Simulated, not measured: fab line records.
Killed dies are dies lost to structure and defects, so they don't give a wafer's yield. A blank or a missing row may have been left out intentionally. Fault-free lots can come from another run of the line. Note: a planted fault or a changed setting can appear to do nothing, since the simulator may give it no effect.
fab line records	flow sky130
[record] lots = 24	wafers = 72	last-day = 50
route steps=708 shown LOCAL_INTERCONNECT@387 CONTACT@421
lots untouched by any fault: they come from a run of this same line in which no faults occurred
start-h: hours from the record's first day to the start of the lot's first wafer shown	wait-h: hours since the lot's step before	" the same as in the row above	L1.1+2: one row covering several wafers at once	- no value, or no start given	* or withheld: withheld	< > ~ a bound
route shown NAME@n: a module of which the file shows steps, and the number in the route of the first	usual: the fault-free wafers' mean and standard deviation	same: alike in all rows	chamber/n: place in a boat	sites: each site's reading	_std_site: their standard deviation	_edge_site: mean of outer sites minus mean of inner sites	radius-mm: how far each site lies from the wafer's centre	mask NAME#n: copy n	behind: the last tool/chamber to shape the wafer	hold: why the lot went on hold/how many hours it stayed there/how the hold came to an end	device: the n, p or np transistor that did not switch	end of line: tests run on the same wafers once the route is complete	a step with no rows: only its recipe	killed: dies that structure and defects cost at the first sort, which is not the same as the wafer's yield	map: a wafer's dies, marking killed ones x, the rest . and places with no die _
set.NAME: the setting that was run; set.NAME@STEP: the one run at that earlier step	model.NAME: the simulator's own value behind a step, which no gauge read
steps of the route over a sample of lots; a table a step, a row a wafer
services: the hour from which a tool's chamber was out of use, counted from the record's first day as start-h (under 0 if before that day), plus the number of hours and why
[[steps]]
[step SKY_LOCAL_INTERCONNECT_SPUTTER_00]
[recipe] material = TiN	target-thk-nm = 100	temp-c = 300	power-w = 6500	time-s = 83.3	chamber-pressure-pa = 0.4
[usual] throttle-valve-pct = 30.1/1.4
lot.wafer	tool	chamber	start-h	wait-h	throttle-valve-pct
L074.1	pvd-sputter-04	-	697.47	0.2	32.2
L074.2	"	-	"	"	29.7
L074.4	"	-	"	"	28.5
L076.2	pvd-sputter-01	-	705.24	0.1	30.1
L076.3	"	-	"	"	31.4
L076.5	"	-	"	"	27.5
L075.3	pvd-sputter-04	-	706.05	0.1	29.9
L075.4	"	-	"	"	32.2
L075.5	"	-	"	"	29.5
L077.1	pvd-sputter-04	-	718.24	0.1	28.6
L077.4	"	-	"	"	32.0
L077.5	"	-	"	"	29.7
L078.2	pvd-sputter-04	-	724.36	0.2	29.9
L078.3	"	-	"	"	29.5
L078.4	"	-	"	"	28.3
L079.3	pvd-sputter-01	-	728.39	0.2	27.5
L079.4	"	-	"	"	31.3
L079.5	"	-	"	"	31.2
L080.1	pvd-sputter-03	-	735.40	0.1	29.5
L080.4	"	-	"	"	29.2
L080.5	"	-	"	"	29.1
L081.1	pvd-sputter-03	-	739.93	0.1	29.5
L081.2	"	-	"	"	31.6
L081.3	"	-	"	"	29.0
L082.2	pvd-sputter-03	-	753.85	0.1	29.5
L082.4	"	-	"	"	31.3
L082.6	"	-	"	"	29.0
L083.1	pvd-sputter-04	-	757.37	0.2	29.6
L083.3	"	-	"	"	28.3
L083.5	"	-	"	"	31.9
L084.1	pvd-sputter-04	-	766.14	0.2	29.5
L084.4	"	-	"	"	28.2
L084.6	"	-	"	"	29.6
L085.1	pvd-sputter-03	-	774.30	0.1	29.4
L085.3	"	-	"	"	29.1
L085.5	"	-	"	"	29.0
L086.3	pvd-sputter-04	-	780.38	0.2	28.2
L086.4	"	-	"	"	28.2
L086.5	"	-	"	"	32.1
L087.2	pvd-sputter-01	-	794.02	0.1	30.0
L087.3	"	-	"	"	31.4
L087.5	"	-	"	"	27.6
L088.1	pvd-sputter-04	-	794.81	0.1	29.6
L088.4	"	-	"	"	31.8
L088.6	"	-	"	"	28.2
L089.1	pvd-sputter-03	-	802.72	0.1	29.8
L089.3	"	-	"	"	31.3
L089.6	"	-	"	"	29.1
L090.2	pvd-sputter-04	-	805.23	0.1	28.2
L090.4	"	-	"	"	29.8
L090.5	"	-	"	"	28.4
L091.1	pvd-sputter-03	-	810.14	0.1	29.6
L091.2	"	-	"	"	33.0
L091.4	"	-	"	"	29.0
L092.1	pvd-sputter-04	-	816.55	0.2	29.6
L092.2	"	-	"	"	29.6
L092.3	"	-	"	"	28.5
L093.2	pvd-sputter-01	-	829.00	0.2	27.8
L093.3	"	-	"	"	31.3
L093.4	"	-	"	"	31.0
L094.2	pvd-sputter-04	-	833.53	0.2	29.4
L094.5	"	-	"	"	29.7
L094.6	"	-	"	"	28.3
L095.1	pvd-sputter-03	-	842.48	0.1	31.6
L095.3	"	-	"	"	29.5
L095.4	"	-	"	"	33.2
L096.4	pvd-sputter-01	-	852.22	0.1	31.3
L096.5	"	-	"	"	29.8
L096.6	"	-	"	"	31.2
L097.1	pvd-sputter-01	-	859.54	0.1	31.2
L097.3	"	-	"	"	29.9
L097.4	"	-	"	"	31.4
[step SKY_LOCAL_INTERCONNECT_RS_MEAS_01]
[recipe] thk-meas-gauge = four-point-probe	reads = TiN_of_LOCAL_INTERCONNECT_SPUTTER_00
[usual] LOCAL_INTERCONNECT_TIN_RS = 14.14/0.15
lot.wafer	tool	chamber	start-h	wait-h	LOCAL_INTERCONNECT_TIN_RS[ohm/sq]
L074.1	film-metro-04	-	697.54	0.0	13.94
L074.2	"	-	"	"	14.04
L074.4	"	-	"	"	13.85
L076.2	film-metro-02	-	705.32	0.1	14.12
L076.3	"	-	"	"	14.25
L076.5	"	-	"	"	14.30
L075.3	film-metro-04	-	706.16	0.1	14.21
L075.4	"	-	"	"	14.28
L075.5	"	-	"	"	14.27
L077.1	film-metro-02	-	718.30	0.0	13.99
L077.4	"	-	"	"	14.20
L077.5	"	-	"	"	14.19
L078.2	film-metro-01	-	724.44	0.1	14.03
L078.3	"	-	"	"	14.01
L078.4	"	-	"	"	14.10
L079.3	film-metro-02	-	728.49	0.1	14.21
L079.4	"	-	"	"	14.09
L079.5	"	-	"	"	14.10
L080.1	film-metro-01	-	735.46	0.0	14.25
L080.4	"	-	"	"	14.22
L080.5	"	-	"	"	14.13
L081.1	film-metro-02	-	739.99	0.0	14.39
L081.2	"	-	"	"	14.31
L081.3	"	-	"	"	14.33
L082.2	film-metro-02	-	753.93	0.1	14.20
L082.4	"	-	"	"	14.12
L082.6	"	-	"	"	14.21
L083.1	film-metro-04	-	757.43	0.0	14.08
L083.3	"	-	"	"	14.09
L083.5	"	-	"	"	14.23
L084.1	film-metro-04	-	766.20	0.0	14.29
L084.4	"	-	"	"	14.28
L084.6	"	-	"	"	14.12
L085.1	film-metro-01	-	774.37	0.0	14.02
L085.3	"	-	"	"	14.02
L085.5	"	-	"	"	13.94
L086.3	film-metro-04	-	780.48	0.1	13.95
L086.4	"	-	"	"	14.01
L086.5	"	-	"	"	14.15
L087.2	film-metro-04	-	794.10	0.1	14.06
L087.3	"	-	"	"	14.09
L087.5	"	-	"	"	14.11
L088.1	film-metro-04	-	794.87	0.0	14.10
L088.4	"	-	"	"	14.22
L088.6	"	-	"	"	14.16
L089.1	film-metro-01	-	802.78	0.0	14.16
L089.3	"	-	"	"	13.99
L089.6	"	-	"	"	13.97
L090.2	film-metro-01	-	805.31	0.1	14.17
L090.4	"	-	"	"	14.08
L090.5	"	-	"	"	13.95
L091.1	film-metro-01	-	810.20	0.0	14.33
L091.2	"	-	"	"	14.29
L091.4	"	-	"	"	14.27
L092.1	film-metro-01	-	816.61	0.0	14.23
L092.2	"	-	"	"	14.11
L092.3	"	-	"	"	14.11
L093.2	film-metro-02	-	829.08	0.1	14.41
L093.3	"	-	"	"	14.38
L093.4	"	-	"	"	14.54
L094.2	film-metro-02	-	833.62	0.1	13.96
L094.5	"	-	"	"	13.94
L094.6	"	-	"	"	14.02
L095.1	film-metro-04	-	842.55	0.0	14.43
L095.3	"	-	"	"	14.43
L095.4	"	-	"	"	14.37
L096.4	film-metro-02	-	852.34	0.1	14.02
L096.5	"	-	"	"	14.18
L096.6	"	-	"	"	14.12
L097.1	film-metro-04	-	859.60	0.0	14.29
L097.3	"	-	"	"	14.17
L097.4	"	-	"	"	14.19
[step SKY_LOCAL_INTERCONNECT_OVL_MEAS_12]
[usual] LOCAL_INTERCONNECT_OVL = -2/5.4
lot.wafer	tool	chamber	start-h	wait-h	LOCAL_INTERCONNECT_OVL[nm]
L074.1	overlay-01	-	725.97	0.1	-8
L074.2	"	-	"	"	4
L074.4	"	-	"	"	7
L076.2	overlay-02	-	733.49	0.1	6
L076.3	"	-	"	"	-7
L076.5	"	-	"	"	-2
L075.3	overlay-02	-	734.28	0.1	-1
L075.4	"	-	"	"	-7
L075.5	"	-	"	"	-1
L077.1	overlay-01	-	746.20	0.1	-3
L077.4	"	-	"	"	-9
L077.5	"	-	"	"	2
L078.2	overlay-01	-	751.75	0.1	1
L078.3	"	-	"	"	3
L078.4	"	-	"	"	-5
L079.3	overlay-01	-	756.50	0.1	-2
L079.4	"	-	"	"	-5
L079.5	"	-	"	"	-5
L080.1	overlay-01	-	763.00	0.1	-2
L080.4	"	-	"	"	0
L080.5	"	-	"	"	-7
L081.1	overlay-02	-	768.33	0.1	-3
L081.2	"	-	"	"	-10
L081.3	"	-	"	"	-9
L082.2	overlay-02	-	781.15	0.1	-8
L082.4	"	-	"	"	-14
L082.6	"	-	"	"	-6
L083.1	overlay-02	-	784.65	0.1	6
L083.3	"	-	"	"	5
L083.5	"	-	"	"	17
L084.1	overlay-01	-	793.47	0.1	-9
L084.4	"	-	"	"	-7
L084.6	"	-	"	"	-10
L085.1	overlay-02	-	801.65	0.1	7
L085.3	"	-	"	"	2
L085.5	"	-	"	"	6
L086.3	overlay-01	-	806.88	0.1	-3
L086.4	"	-	"	"	-1
L086.5	"	-	"	"	-2
L087.2	overlay-02	-	820.23	0.1	1
L087.3	"	-	"	"	-3
L087.5	"	-	"	"	7
L088.1	overlay-02	-	821.17	0.1	-7
L088.4	"	-	"	"	-4
L088.6	"	-	"	"	-6
L089.1	overlay-01	-	829.83	0.1	5
L089.3	"	-	"	"	9
L089.6	"	-	"	"	1
L090.2	overlay-02	-	831.69	0.1	-1
L090.4	"	-	"	"	-1
L090.5	"	-	"	"	4
L091.1	overlay-01	-	836.78	0.1	-5
L091.2	"	-	"	"	-3
L091.4	"	-	"	"	-1
L092.1	overlay-01	-	843.02	0.1	0
L092.2	"	-	"	"	-8
L092.3	"	-	"	"	-10
L093.2	overlay-02	-	855.69	0.1	0
L093.3	"	-	"	"	-1
L093.4	"	-	"	"	4
L094.2	overlay-01	-	860.39	0.1	-4
L094.5	"	-	"	"	2
L094.6	"	-	"	"	-2
L095.1	overlay-02	-	868.90	0.1	-3
L095.3	"	-	"	"	2
L095.4	"	-	"	"	2
L096.4	overlay-01	-	877.85	0.1	-13
L096.5	"	-	"	"	-8
L096.6	"	-	"	"	-6
L097.1	overlay-02	-	885.37	0.1	-2
L097.3	"	-	"	"	2
L097.4	"	-	"	"	-1
[step SKY_CONTACT_OVL_MEAS_15]
[usual] CONTACT_OVL = 2/6.2
lot.wafer	tool	chamber	start-h	wait-h	CONTACT_OVL[nm]
L074.1	overlay-01	-	754.85	0.1	-2
L074.2	"	-	"	"	17
L074.4	"	-	"	"	9
L076.2	overlay-02	-	762.78	0.1	-2
L076.3	"	-	"	"	11
L076.5	"	-	"	"	6
L075.3	overlay-01	-	763.58	0.1	11
L075.4	"	-	"	"	-1
L075.5	"	-	"	"	11
L077.1	overlay-01	-	775.36	0.1	6
L077.4	"	-	"	"	0
L077.5	"	-	"	"	7
L078.2	overlay-02	-	780.12	0.1	-16
L078.3	"	-	"	"	1
L078.4	"	-	"	"	-9
L079.3	overlay-02	-	785.58	0.1	11
L079.4	"	-	"	"	-6
L079.5	"	-	"	"	5
L080.1	overlay-02	-	790.97	0.1	-3
L080.4	"	-	"	"	1
L080.5	"	-	"	"	-6
L081.1	overlay-01	-	797.60	0.1	0
L081.2	"	-	"	"	13
L081.3	"	-	"	"	0
L082.2	overlay-01	-	809.17	0.1	5
L082.4	"	-	"	"	-1
L082.6	"	-	"	"	1
L083.1	overlay-01	-	812.82	0.1	-6
L083.3	"	-	"	"	-1
L083.5	"	-	"	"	-2
L084.1	overlay-01	-	821.10	0.1	8
L084.4	"	-	"	"	5
L084.6	"	-	"	"	-3
L085.1	overlay-02	-	829.40	0.1	11
L085.3	"	-	"	"	5
L085.5	"	-	"	"	4
L086.3	overlay-01	-	834.58	0.1	5
L086.4	"	-	"	"	8
L086.5	"	-	"	"	3
L087.2	overlay-01	-	848.13	0.1	1
L087.3	"	-	"	"	-2
L087.5	"	-	"	"	-4
L088.1	overlay-01	-	849.12	0.1	9
L088.4	"	-	"	"	13
L088.6	"	-	"	"	15
L089.1	overlay-02	-	857.67	0.1	-2
L089.3	"	-	"	"	0
L089.6	"	-	"	"	8
L090.2	overlay-01	-	859.02	0.1	-1
L090.4	"	-	"	"	-4
L090.5	"	-	"	"	1
L091.1	overlay-01	-	863.92	0.1	-1
L091.2	"	-	"	"	-6
L091.4	"	-	"	"	-6
L092.1	overlay-02	-	870.72	0.1	-2
L092.2	"	-	"	"	1
L092.3	"	-	"	"	0
L093.2	overlay-02	-	883.16	0.1	5
L093.3	"	-	"	"	-2
L093.4	"	-	"	"	12
L094.2	overlay-01	-	887.21	0.1	-8
L094.5	"	-	"	"	-13
L094.6	"	-	"	"	-8
L095.1	overlay-01	-	896.00	0.1	-6
L095.3	"	-	"	"	3
L095.4	"	-	"	"	2
L096.4	overlay-02	-	904.49	0.1	7
L096.5	"	-	"	"	7
L096.6	"	-	"	"	11
L097.1	overlay-02	-	912.10	0.1	-8
L097.3	"	-	"	"	-7
L097.4	"	-	"	"	2
[step SKY_CONTACT_ETCH_16]
[recipe] chemistry = N2/H2	target = BARC	ion-energy-ev = 200	source-w = 500	bias-w = 100	pressure-mtorr = 30	n2-flow-sccm = 100	h2-flow-sccm = 200	stop-on = SiO2	time-s = 45.9	target-depth-a = 600
[usual] drypump-motor-current-A = 5.7/0.48	oes-product-au = 0.855/0.0046	throttle-valve-pct = 13.225/0.01
lot.wafer	tool	chamber	start-h	wait-h	drypump-motor-current-A	oes-product-au	rf-hours-counter-h	throttle-valve-pct
L074.1	rie-diel-02	1	754.88	0.0	5.4	0.865	4	13.230
L074.2	"	2	"	"	5.0	0.862	17	13.212
L074.4	"	1	"	"	5.4	0.862	-	13.219
L076.2	rie-diel-02	2	762.81	0.0	5.0	0.855	17	13.220
L076.3	"	3	"	"	6.1	0.857	10	13.230
L076.5	"	1	"	"	5.4	0.852	-	13.227
L075.3	rie-diel-02	2	763.60	0.0	5.0	0.853	17	13.220
L075.4	"	2	"	"	5.0	0.851	-	13.219
L075.5	"	3	"	"	6.1	0.860	-	13.239
L077.1	rie-diel-02	2	775.40	0.0	5.0	0.854	18	13.241
L077.4	"	3	"	"	6.1	0.851	10	13.215
L077.5	"	0	"	"	5.2	0.857	-	13.228
L078.2	rie-diel-02	2	780.15	0.0	5.0	0.854	18	13.234
L078.3	"	1	"	"	5.4	0.848	5	13.215
L078.4	"	3	"	"	6.1	0.857	10	13.234
L079.3	rie-diel-02	3	785.60	0.0	6.1	0.858	10	13.224
L079.4	"	1	"	"	5.4	0.847	5	13.232
L079.5	"	1	"	"	5.4	0.851	-	13.217
L080.1	rie-diel-01	2	791.01	0.0	5.6	0.857	11	13.223
L080.4	"	3	"	"	6.3	0.859	11	13.222
L080.5	"	0	"	"	5.4	0.854	-	13.243
L081.1	rie-diel-02	1	797.63	0.0	5.4	0.850	6	13.229
L081.2	"	2	"	"	5.0	0.854	18	13.218
L081.3	"	0	"	"	5.2	0.853	1	13.229
L082.2	rie-diel-01	3	809.20	0.0	6.3	0.851	12	13.215
L082.4	"	0	"	"	5.4	0.855	7	13.247
L082.6	"	1	"	"	6.5	0.854	-	13.227
L083.1	rie-diel-01	3	812.86	0.0	6.3	0.862	12	13.220
L083.3	"	2	"	"	5.6	0.849	11	13.210
L083.5	"	1	"	"	6.5	0.849	-	13.223
L084.1	rie-diel-03	2	821.13	0.0	5.3	0.842	7	13.221
L084.4	"	3	"	"	5.7	0.859	16	13.234
L084.6	"	0	"	"	5.9	0.862	-	13.219
L085.1	rie-diel-01	3	829.43	0.0	6.3	0.849	12	13.235
L085.3	"	0	"	"	5.4	0.849	8	13.219
L085.5	"	3	"	"	6.3	0.854	-	13.232
L086.3	rie-diel-03	0	834.60	0.0	5.9	0.851	20	13.235
L086.4	"	1	"	"	5.7	0.852	19	13.210
L086.5	"	3	"	"	5.6	0.852	-	13.212
L087.2	rie-diel-01	1	848.16	0.0	6.5	0.852	9	13.231
L087.3	"	3	"	"	6.3	0.855	13	13.225
L087.5	"	2	"	"	5.6	0.857	-	13.232
L088.1	rie-diel-03	1	849.16	0.0	5.7	0.854	19	13.218
L088.4	"	3	"	"	5.6	0.853	17	13.238
L088.6	"	3	"	"	5.6	0.854	-	13.214
L089.1	rie-diel-01	2	857.70	0.0	5.6	0.856	12	13.253
L089.3	"	1	"	"	6.5	0.853	9	13.232
L089.6	"	3	"	"	6.3	0.853	-	13.221
L090.2	rie-diel-02	0	859.05	0.0	5.2	0.851	3	13.220
L090.4	"	1	"	"	5.4	0.865	8	13.208
L090.5	"	2	"	"	5.0	0.848	-	13.232
L091.1	rie-diel-02	2	863.95	0.0	5.0	0.853	20	13.222
L091.2	"	1	"	"	5.4	0.855	8	13.237
L091.4	"	3	"	"	6.0	0.861	13	13.214
L092.1	rie-diel-01	1	870.76	0.0	6.5	0.860	10	13.228
L092.2	"	2	"	"	5.6	0.859	13	13.235
L092.3	"	3	"	"	6.3	0.846	14	13.222
L093.2	rie-diel-01	1	883.19	0.0	6.5	0.852	10	13.215
L093.3	"	0	"	"	5.4	0.854	9	13.237
L093.4	"	2	"	"	5.6	0.856	13	13.216
L094.2	rie-diel-01	0	887.24	0.0	5.4	0.852	10	13.227
L094.5	"	2	"	"	5.6	0.855	-	13.231
L094.6	"	3	"	"	6.3	0.847	-	13.214
L095.1	rie-diel-02	3	896.04	0.0	6.0	0.854	14	13.234
L095.3	"	1	"	"	5.4	0.848	9	13.213
L095.4	"	1	"	"	5.4	0.853	-	13.236
L096.4	rie-diel-01	3	904.51	0.0	6.3	0.854	15	13.239
L096.5	"	2	"	"	5.6	0.854	-	13.236
L096.6	"	1	"	"	6.5	0.848	-	13.215
L097.1	rie-diel-02	0	912.14	0.0	5.2	0.842	5	13.240
L097.3	"	1	"	"	5.4	0.849	10	13.210
L097.4	"	3	"	"	6.1	0.857	-	13.212
[step SKY_CONTACT_STRIP_19]
[recipe] chemistry = O2/N2	power-w = 1400	pressure-mtorr = 1500	platen-temp-c = withheld	o2-flow-sccm = 3000	n2-flow-sccm = 300	overash-fraction = 0.5
[usual] drypump-motor-current-A = 5.8/0.33	oes-product-au = 0.381/0.0049	strip-time-to-endpoint-s = 3.613/0.028
lot.wafer	tool	chamber	start-h	wait-h	drypump-motor-current-A	oes-product-au	rf-hours-counter-h	strip-time-to-endpoint-s
L074.1	plasma-asher-01	1	755.02	-	5.7	0.378	64	3.617
L074.2	"	0	"	"	5.7	0.376	64	3.642
L074.4	"	0	"	"	5.8	0.381	-	3.601
L076.2	plasma-asher-01	1	762.94	-	5.7	0.384	65	3.637
L076.3	"	0	"	"	5.8	0.376	-	3.574
L076.5	"	0	"	"	5.8	0.390	-	3.626
L075.3	plasma-asher-01	0	763.77	-	5.8	0.383	-	3.636
L075.4	"	1	"	"	5.7	0.381	-	3.646
L075.5	"	1	"	"	5.7	0.384	-	3.567
L077.1	plasma-asher-03	1	775.53	-	5.7	0.389	92	3.667
L077.4	"	1	"	"	5.7	0.375	-	3.559
L077.5	"	1	"	"	5.7	0.381	-	3.588
L078.2	plasma-asher-02	0	780.28	-	6.4	0.380	36	3.653
L078.3	"	0	"	"	6.3	0.382	-	3.635
L078.4	"	1	"	"	5.2	0.382	-	3.603
L079.3	plasma-asher-01	1	785.77	-	5.7	0.383	-	3.578
L079.4	"	0	"	"	5.8	0.380	-	3.599
L079.5	"	1	"	"	5.7	0.377	-	3.619
L080.1	plasma-asher-02	1	791.14	-	5.2	0.379	37	3.675
L080.4	"	0	"	"	6.3	0.378	-	3.633
L080.5	"	1	"	"	5.2	0.380	-	3.652
L081.1	plasma-asher-03	1	797.77	-	5.7	0.379	94	3.587
L081.2	"	0	"	"	6.0	0.379	94	3.596
L081.3	"	0	"	"	6.0	0.382	-	3.609
L082.2	plasma-asher-02	1	809.33	-	5.2	0.385	39	3.584
L082.4	"	1	"	"	5.2	0.387	-	3.605
L082.6	"	0	"	"	6.4	0.377	-	3.596
L083.1	plasma-asher-02	1	812.99	-	5.2	0.391	39	3.638
L083.3	"	0	"	"	6.4	0.379	-	3.656
L083.5	"	0	"	"	6.3	0.379	-	3.610
L084.1	plasma-asher-02	0	821.27	-	6.4	0.384	40	3.623
L084.4	"	0	"	"	6.3	0.385	-	3.622
L084.6	"	1	"	"	5.2	0.393	-	3.661
L085.1	plasma-asher-02	1	829.57	-	5.2	0.382	41	3.604
L085.3	"	1	"	"	5.2	0.377	-	3.616
L085.5	"	1	"	"	5.2	0.385	-	3.649
L086.3	plasma-asher-03	0	834.77	-	6.0	0.379	-	3.651
L086.4	"	1	"	"	5.7	0.378	-	3.625
L086.5	"	0	"	"	5.9	0.377	-	3.629
L087.2	plasma-asher-02	1	848.29	-	5.2	0.380	43	3.583
L087.3	"	1	"	"	5.2	0.373	-	3.616
L087.5	"	0	"	"	6.4	0.381	-	3.633
L088.1	plasma-asher-01	0	849.29	-	5.7	0.383	74	3.619
L088.4	"	0	"	"	5.7	0.378	-	3.585
L088.6	"	1	"	"	5.7	0.381	-	3.599
L089.1	plasma-asher-03	0	857.83	-	6.0	0.380	100	3.639
L089.3	"	1	"	"	5.7	0.371	-	3.600
L089.6	"	0	"	"	6.0	0.381	-	3.611
L090.2	plasma-asher-01	1	859.18	-	5.7	0.382	75	3.577
L090.4	"	0	"	"	5.8	0.381	-	3.604
L090.5	"	1	"	"	5.7	0.386	-	3.621
L091.1	plasma-asher-03	1	864.08	-	5.7	0.390	100	3.648
L091.2	"	0	"	"	6.0	0.378	100	3.631
L091.4	"	1	"	"	5.7	0.384	-	3.587
L092.1	plasma-asher-02	0	870.89	-	6.4	0.388	45	3.597
L092.2	"	1	"	"	5.2	0.374	45	3.646
L092.3	"	0	"	"	6.4	0.388	-	3.599
L093.2	plasma-asher-03	1	883.32	-	5.7	0.367	102	3.583
L093.3	"	1	"	"	5.7	0.387	-	3.595
L093.4	"	0	"	"	6.0	0.384	-	3.607
L094.2	plasma-asher-01	0	887.37	-	5.8	0.392	78	3.614
L094.5	"	0	"	"	5.8	0.382	-	3.648
L094.6	"	1	"	"	5.7	0.374	-	3.621
L095.1	plasma-asher-01	0	896.17	-	5.8	0.374	79	3.566
L095.3	"	1	"	"	5.7	0.385	-	3.610
L095.4	"	0	"	"	5.8	0.382	-	3.610
L096.4	plasma-asher-01	1	904.67	-	5.7	0.374	-	3.646
L096.5	"	1	"	"	5.7	0.381	-	3.643
L096.6	"	0	"	"	5.8	0.385	-	3.631
L097.1	plasma-asher-03	1	912.27	-	5.7	0.373	105	3.561
L097.3	"	1	"	"	5.7	0.385	-	3.592
L097.4	"	0	"	"	5.9	0.384	-	3.542
[[services]]
tool	chamber	start-h	hours	kind
plasma-asher-02	-	675.09	2.7	repair
rie-diel-03	3	686.90	14.3	repair
pvd-sputter-01	-	689.25	0.8	repair
plasma-asher-03	-	693.33	2.8	pm
rie-diel-01	2	715.25	30.0	repair
rie-diel-02	0	737.50	-	clean
rie-diel-01	1	751.32	9.9	repair
rie-diel-02	3	767.68	2.5	repair
rie-diel-01	-	773.80	15.6	pm
plasma-asher-03	-	787.93	0.5	repair
plasma-asher-02	-	797.45	2.8	pm
rie-diel-02	2	797.75	6.3	repair
rie-diel-03	1	804.83	4.7	repair
rie-diel-02	3	853.96	3.7	repair
plasma-asher-03	-	870.19	6.1	repair
rie-diel-02	-	877.33	1.0	repair
pvd-sputter-01	-	882.35	0.6	repair
pvd-sputter-03	-	882.81	15.7	repair
rie-diel-03	0	883.27	5.4	repair
plasma-asher-02	-	883.86	8.6	repair
plasma-asher-02	-	884.26	3.9	repair
pvd-sputter-03	-	884.85	2.9	repair
plasma-asher-03	-	895.18	1.1	repair
rie-diel-02	2	895.90	59.0	repair
[[key]]
fault none
